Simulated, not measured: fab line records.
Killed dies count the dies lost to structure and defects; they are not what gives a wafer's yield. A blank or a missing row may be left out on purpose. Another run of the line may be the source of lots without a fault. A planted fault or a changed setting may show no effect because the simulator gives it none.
What tool caused it? / flow gf180mcu / 13 lots with 39 wafers sampled at 6 steps, on a route of 602 steps

WHAT THE GAUGES SHOWED, per wafer
GF_CONTACT_CD_MEAS_14: target cd 220 nm.
lot=L859; measured=day 15 23:51; on=cd-sem-01; cd-nm (nm)=220.3 219.1 220.8
lot=L861; measured=day 16 18:55; on=cd-sem-02; cd-nm (nm)=220.3 218.5 218.7
lot=L863; measured=day 17 17:55; on=cd-sem-01; cd-nm (nm)=218.7 220.0 219.6
lot=L864; measured=day 18 00:28; on=cd-sem-02; cd-nm (nm)=219.1 219.5 217.6
lot=L865; measured=day 18 04:45; on=cd-sem-01; cd-nm (nm)=220.4 218.8 221.0
lot=L866; measured=day 18 14:55; on=cd-sem-01; cd-nm (nm)=221.8 221.6 220.1
lot=L867; measured=day 19 08:25; on=cd-sem-01; cd-nm (nm)=221.1 222.1 221.6
lot=L868; measured=day 19 12:44; on=cd-sem-02; cd-nm (nm)=218.8 218.0 220.2
lot=L869; measured=day 19 21:46; on=cd-sem-01; cd-nm (nm)=219.1 219.0 219.7
lot=L870; measured=day 20 09:40; on=cd-sem-02; cd-nm (nm)=221.7 222.4 223.4
lot=L873; measured=day 21 08:43; on=cd-sem-02; cd-nm (nm)=222.1 220.1 221.9
lot=L876; measured=day 22 06:58; on=cd-sem-01; cd-nm (nm)=220.1 220.1 220.3
lot=L877; measured=day 22 10:35; on=cd-sem-01; cd-nm (nm)=221.6 221.9 220.8

GF_CONTACT_RS_MEAS_25: measures by four-point-probe.
lot=L859; measured=day 16 00:40; on=film-metro-01; CONTACT_W_RS (ohm/sq)=0.373 0.378 0.383
lot=L861; measured=day 16 19:44; on=film-metro-01; CONTACT_W_RS (ohm/sq)=0.382 0.374 0.377
lot=L863; measured=day 17 18:50; on=film-metro-03; CONTACT_W_RS (ohm/sq)=0.381 0.385 0.382
lot=L864; measured=day 18 01:17; on=film-metro-04; CONTACT_W_RS (ohm/sq)=0.384 0.386 0.387
lot=L865; measured=day 18 05:35; on=film-metro-03; CONTACT_W_RS (ohm/sq)=0.385 0.382 0.379
lot=L866; measured=day 18 15:44; on=film-metro-01; CONTACT_W_RS (ohm/sq)=0.379 0.380 0.386
lot=L867; measured=day 19 09:14; on=film-metro-04; CONTACT_W_RS (ohm/sq)=0.383 0.387 0.379
lot=L868; measured=day 19 13:34; on=film-metro-03; CONTACT_W_RS (ohm/sq)=0.384 0.385 0.376
lot=L869; measured=day 19 22:35; on=film-metro-03; CONTACT_W_RS (ohm/sq)=0.373 0.375 0.381
lot=L870; measured=day 20 10:29; on=film-metro-03; CONTACT_W_RS (ohm/sq)=0.384 0.378 0.387
lot=L873; measured=day 21 09:37; on=film-metro-03; CONTACT_W_RS (ohm/sq)=0.396 0.397 0.401
lot=L876; measured=day 22 07:49; on=film-metro-01; CONTACT_W_RS (ohm/sq)=0.408 0.394 0.402
lot=L877; measured=day 22 11:24; on=film-metro-03; CONTACT_W_RS (ohm/sq)=0.385 0.384 0.385

GF_CONTACT_THK_MEAS_26: measures by xrf.
lot=L859; measured=day 16 00:47; on=film-metro-01; CONTACT_W_THK (nm)=311 311 303
lot=L861; measured=day 16 19:52; on=film-metro-01; CONTACT_W_THK (nm)=306 312 308
lot=L863; measured=day 17 18:58; on=film-metro-03; CONTACT_W_THK (nm)=303 300 302
lot=L864; measured=day 18 01:25; on=film-metro-04; CONTACT_W_THK (nm)=299 297 298
lot=L865; measured=day 18 05:42; on=film-metro-03; CONTACT_W_THK (nm)=300 304 306
lot=L866; measured=day 18 15:51; on=film-metro-01; CONTACT_W_THK (nm)=306 307 301
lot=L867; measured=day 19 09:20; on=film-metro-04; CONTACT_W_THK (nm)=301 298 305
lot=L868; measured=day 19 13:40; on=film-metro-03; CONTACT_W_THK (nm)=301 301 307
lot=L869; measured=day 19 22:43; on=film-metro-03; CONTACT_W_THK (nm)=311 307 303
lot=L870; measured=day 20 10:37; on=film-metro-03; CONTACT_W_THK (nm)=301 304 297
lot=L873; measured=day 21 09:44; on=film-metro-03; CONTACT_W_THK (nm)=294 295 289
lot=L876; measured=day 22 07:55; on=film-metro-01; CONTACT_W_THK (nm)=287 295 291
lot=L877; measured=day 22 11:31; on=film-metro-03; CONTACT_W_THK (nm)=302 303 301

WHAT TOOL EACH LOT RAN ON (gives the tool, then ch and the chambers of the sampled wafers, and finally the start)
lot=L859; GF_SAB_ETCH_11=rie-diel-04 ch 1,2, day 15 00:35; GF_CONTACT_SPUTTER_23=pvd-sputter-04, day 16 00:32; GF_CONTACT_CVD_24=cvd-w-01 ch 0,1, day 16 00:34
lot=L861; GF_SAB_ETCH_11=rie-diel-02 ch 0,2,3, day 15 20:03; GF_CONTACT_SPUTTER_23=pvd-sputter-02, day 16 19:36; GF_CONTACT_CVD_24=cvd-w-01 ch 0,1, day 16 19:38
lot=L863; GF_SAB_ETCH_11=rie-diel-01 ch 0,2,3, day 16 17:44; GF_CONTACT_SPUTTER_23=pvd-sputter-02, day 17 18:36; GF_CONTACT_CVD_24=cvd-w-02 ch 1, day 17 18:38
lot=L864; GF_SAB_ETCH_11=rie-diel-01 ch 0,2,3, day 16 23:20; GF_CONTACT_SPUTTER_23=pvd-sputter-01, day 18 01:09; GF_CONTACT_CVD_24=cvd-w-02 ch 0,1, day 18 01:11
lot=L865; GF_SAB_ETCH_11=rie-diel-02 ch 0,3, day 17 03:21; GF_CONTACT_SPUTTER_23=pvd-sputter-02, day 18 05:26; GF_CONTACT_CVD_24=cvd-w-01 ch 0,1, day 18 05:29
lot=L866; GF_SAB_ETCH_11=rie-diel-04 ch 1,2, day 17 14:24; GF_CONTACT_SPUTTER_23=pvd-sputter-04, day 18 15:35; GF_CONTACT_CVD_24=cvd-w-01 ch 0,1, day 18 15:38
lot=L867; GF_SAB_ETCH_11=rie-diel-02 ch 0,3, day 18 08:03; GF_CONTACT_SPUTTER_23=pvd-sputter-01, day 19 09:03; GF_CONTACT_CVD_24=cvd-w-01 ch 0,1, day 19 09:07
lot=L868; GF_SAB_ETCH_11=rie-diel-04 ch 0,1, day 18 11:43; GF_CONTACT_SPUTTER_23=pvd-sputter-01, day 19 13:24; GF_CONTACT_CVD_24=cvd-w-01 ch 0,1, day 19 13:26
lot=L869; GF_SAB_ETCH_11=rie-diel-04 ch 0,1, day 18 19:57; GF_CONTACT_SPUTTER_23=pvd-sputter-01, day 19 22:27; GF_CONTACT_CVD_24=cvd-w-01 ch 0,1, day 19 22:29
lot=L870; GF_SAB_ETCH_11=rie-diel-02 ch 0,3, day 19 08:33; GF_CONTACT_SPUTTER_23=pvd-sputter-04, day 20 10:21; GF_CONTACT_CVD_24=cvd-w-01 ch 0,1, day 20 10:23
lot=L873; GF_SAB_ETCH_11=rie-diel-04 ch 0,1,2, day 20 06:54; GF_CONTACT_SPUTTER_23=pvd-sputter-04, day 21 09:28; GF_CONTACT_CVD_24=cvd-w-01 ch 0,1, day 21 09:30
lot=L876; GF_SAB_ETCH_11=rie-diel-02 ch 1,2, day 21 05:36; GF_CONTACT_SPUTTER_23=pvd-sputter-02, day 22 07:37; GF_CONTACT_CVD_24=cvd-w-01 ch 0,1, day 22 07:40
lot=L877; GF_SAB_ETCH_11=rie-diel-04 ch 0,2,3, day 21 09:55; GF_CONTACT_SPUTTER_23=pvd-sputter-01, day 22 11:14; GF_CONTACT_CVD_24=cvd-w-02 ch 0, day 22 11:17
- GF_SAB_ETCH_11: etches SiO2 in C4F8/O2/Ar, target depth 55 nm, time 8.5 s.
- GF_CONTACT_SPUTTER_23: material TiN, target thk 10 nm, time 40 s.
- GF_CONTACT_CVD_24: deposits W, target thk 300 nm, time 90.339 s.

WHAT THE TOOLS THEMSELVES READ (means of the sampled wafers that have a number; where no wafer has one, the mark that the record gives instead)
GF_SAB_ETCH_11.
lot=L859; tool=rie-diel-04; oes-product-au (a.u.)=0.994
lot=L861; tool=rie-diel-02; oes-product-au (a.u.)=1.001
lot=L863; tool=rie-diel-01; oes-product-au (a.u.)=0.994
lot=L864; tool=rie-diel-01; oes-product-au (a.u.)=0.985
lot=L865; tool=rie-diel-02; oes-product-au (a.u.)=1.004
lot=L866; tool=rie-diel-04; oes-product-au (a.u.)=1.001
lot=L867; tool=rie-diel-02; oes-product-au (a.u.)=1.007
lot=L868; tool=rie-diel-04; oes-product-au (a.u.)=0.999
lot=L869; tool=rie-diel-04; oes-product-au (a.u.)=0.995
lot=L870; tool=rie-diel-02; oes-product-au (a.u.)=1.014
lot=L873; tool=rie-diel-04; oes-product-au (a.u.)=1.008
lot=L876; tool=rie-diel-02; oes-product-au (a.u.)=1.007
lot=L877; tool=rie-diel-04; oes-product-au (a.u.)=1.002

GF_CONTACT_SPUTTER_23.
lot=L859; tool=pvd-sputter-04; throttle-valve-pct (%)=29.2
lot=L861; tool=pvd-sputter-02; throttle-valve-pct (%)=28.6
lot=L863; tool=pvd-sputter-02; throttle-valve-pct (%)=29.6
lot=L864; tool=pvd-sputter-01; throttle-valve-pct (%)=30.9
lot=L865; tool=pvd-sputter-02; throttle-valve-pct (%)=28.5
lot=L866; tool=pvd-sputter-04; throttle-valve-pct (%)=30.0
lot=L867; tool=pvd-sputter-01; throttle-valve-pct (%)=31.4
lot=L868; tool=pvd-sputter-01; throttle-valve-pct (%)=31.8
lot=L869; tool=pvd-sputter-01; throttle-valve-pct (%)=31.3
lot=L870; tool=pvd-sputter-04; throttle-valve-pct (%)=29.8
lot=L873; tool=pvd-sputter-04; throttle-valve-pct (%)=29.6
lot=L876; tool=pvd-sputter-02; throttle-valve-pct (%)=29.3
lot=L877; tool=pvd-sputter-01; throttle-valve-pct (%)=31.5

GF_CONTACT_CVD_24.
lot=L859; tool=cvd-w-01; heater-power-outer-w (W)=464; heater-power-w (W)=774
lot=L861; tool=cvd-w-01; heater-power-outer-w (W)=477; heater-power-w (W)=777
lot=L863; tool=cvd-w-02; heater-power-outer-w (W)=408; heater-power-w (W)=705
lot=L864; tool=cvd-w-02; heater-power-outer-w (W)=441; heater-power-w (W)=731
lot=L865; tool=cvd-w-01; heater-power-outer-w (W)=422; heater-power-w (W)=707
lot=L866; tool=cvd-w-01; heater-power-outer-w (W)=422; heater-power-w (W)=712
lot=L867; tool=cvd-w-01; heater-power-outer-w (W)=455; heater-power-w (W)=739
lot=L868; tool=cvd-w-01; heater-power-outer-w (W)=450; heater-power-w (W)=733
lot=L869; tool=cvd-w-01; heater-power-outer-w (W)=419; heater-power-w (W)=705
lot=L870; tool=cvd-w-01; heater-power-outer-w (W)=427; heater-power-w (W)=705
lot=L873; tool=cvd-w-01; heater-power-outer-w (W)=423; heater-power-w (W)=708
lot=L876; tool=cvd-w-01; heater-power-outer-w (W)=455; heater-power-w (W)=737
lot=L877; tool=cvd-w-02; heater-power-outer-w (W)=526; heater-power-w (W)=824

THE ANSWER, worked out from the rows above alone
Rule: what is usual is taken from the lots themselves. The widest of any qualifying gaps counts: lots, ordered by their means at a reading, are off when they make up no more than a third of the lots, leave a main group of 4 or more, and stand apart from it by 3 or more times the standard deviation of that group's means. If all means in a main group match to the digits the tables above print for the reading, that group is not used. Also off: a lot with no number at a reading for which 4 or more lots have one. The other lots that the step has rows for count as sound. After the gauges, taken in route order, come the tools' own readings; for these a lot's mean is taken, as printed above. The first step at which some lot is off is used, and at that step the reading that is off furthest; a lot without a number counts as furthest.
Off: L873, L876, seen at GF_CONTACT_RS_MEAS_25 (CONTACT_W_RS). Main group: mean 0.381 ohm/sq, sd 0.0028.
A tool fits if, at a process step before that reading, it ran every lot that is off, and no sound lot after the first of them. Gauges at GF_CONTACT_RS_MEAS_25: tried the same way as those tools. One candidate fits, namely cvd-w-01 at GF_CONTACT_CVD_24. A fault onset in the window from L870 (day 20 10:23, its last sound lot) to L873 (day 21 09:30, its first lot off) fits.

WHAT THE SIMULATOR HAD PUT IN
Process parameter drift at GF_CONTACT_CVD_24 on cvd-w-01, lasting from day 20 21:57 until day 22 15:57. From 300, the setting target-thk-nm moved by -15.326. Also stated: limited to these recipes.
Shown lots that were struck: L873, L876. Same finding as the rule above.
